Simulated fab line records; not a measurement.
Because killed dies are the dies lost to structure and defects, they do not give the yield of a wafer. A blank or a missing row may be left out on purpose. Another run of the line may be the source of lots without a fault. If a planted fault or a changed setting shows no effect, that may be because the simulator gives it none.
Which tool did it? -- flow sky130 -- 30 wafers from 10 lots sampled at 3 of the route's 708 steps

WHAT EACH GAUGE READ, for each wafer
SKY_METAL2_THK_MEAS_06: measures by xrf.
lot,measured,on,METAL2_ALCU_THK (nm)
L737,day 34 07:43,film metro-02,254 249 253
L738,day 34 19:37,film metro-02,248 254 255
L744,day 37 21:14,film metro-02,248 238 250 248 240 249
L748,day 38 13:04,film metro-01,252 254 252
L750,day 39 09:39,film metro-02,255 251 249
L751,day 39 14:35,film metro-04,256 251 250
L752,day 39 15:29,film metro-02,248 251 250
L754,day 39 19:38,film metro-02,255 255 252
L757,day 40 18:52,film metro-02,252 253 251
L758,day 41 02:25,film metro-02,252 252 253

WHAT TOOL EACH LOT RAN ON (gives the tool, then ch and the chambers of the sampled wafers, and finally the start)
lot,SKY_METAL1_METAL_ETCH_19,SKY_METAL2_SPUTTER_04
L737,"rie metal-02 ch 0,1, day 33 02:13","pvd sputter-02, day 34 07:32"
L738,"rie metal-03 ch 0,1, day 33 12:02","pvd sputter-02, day 34 19:26"
L744,"rie metal-04 ch 0,1, day 36 13:38","pvd sputter-02, day 37 18:24"
L748,"rie metal-02 ch 0,1, day 37 08:29","pvd sputter-03, day 38 12:53"
L750,"rie metal-04 ch 0,1, day 38 05:22","pvd sputter-03, day 39 09:28"
L751,"rie metal-03 ch 0,1, day 38 08:46","pvd sputter-03, day 39 14:25"
L752,"rie metal-03 ch 0,1, day 38 09:20","pvd sputter-03, day 39 15:19"
L754,"rie metal-04 ch 0,1, day 38 15:32","pvd sputter-03, day 39 19:26"
L757,"rie metal-04 ch 0,1, day 39 15:11","pvd sputter-03, day 40 18:41"
L758,"rie metal-04 ch 0,1, day 39 22:47","pvd sputter-01, day 41 02:13"
- SKY_METAL1_METAL_ETCH_19: etches the open film in Cl2/BCl3, stops on SiO2, target depth 360 nm, time 78 s.
- SKY_METAL2_SPUTTER_04: material TiN, target thk 70 nm, time 58.3 s.

THE ANSWER, worked out from the rows above alone
Rule: the usual values come from the lots themselves. Put in order of their means at a reading, lots are off if they are a third of the lots or fewer, leave a main group of 4 or more, and stand apart from it by a gap of 3 or more times the standard deviation of the main group's means; of several such gaps the widest counts. The tables above print the reading to a certain number of digits; a main group whose means all agree to those digits is not used. Also off: a lot with no number at a reading for which 4 or more lots have one. All remaining lots with rows at the step are treated as sound.
Off: L744, at SKY_METAL2_THK_MEAS_06 (METAL2_ALCU_THK). Main group: mean 252 nm, sd 1.1.
A tool fits if, at a process step before that reading, it ran every lot that is off, and no sound lot after the first of them. The gauges at SKY_METAL2_THK_MEAS_06 are tried like those tools. One fits: pvd sputter-02 at SKY_METAL2_SPUTTER_04. A fault onset in the window from L738 (day 34 19:26, its last sound lot) to L744 (day 37 18:24, its first lot off) fits.

WHAT HAD BEEN PUT IN BY THE SIMULATOR
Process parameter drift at SKY_METAL2_SPUTTER_04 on pvd sputter-02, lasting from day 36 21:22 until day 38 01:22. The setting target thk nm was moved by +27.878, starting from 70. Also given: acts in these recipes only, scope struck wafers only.
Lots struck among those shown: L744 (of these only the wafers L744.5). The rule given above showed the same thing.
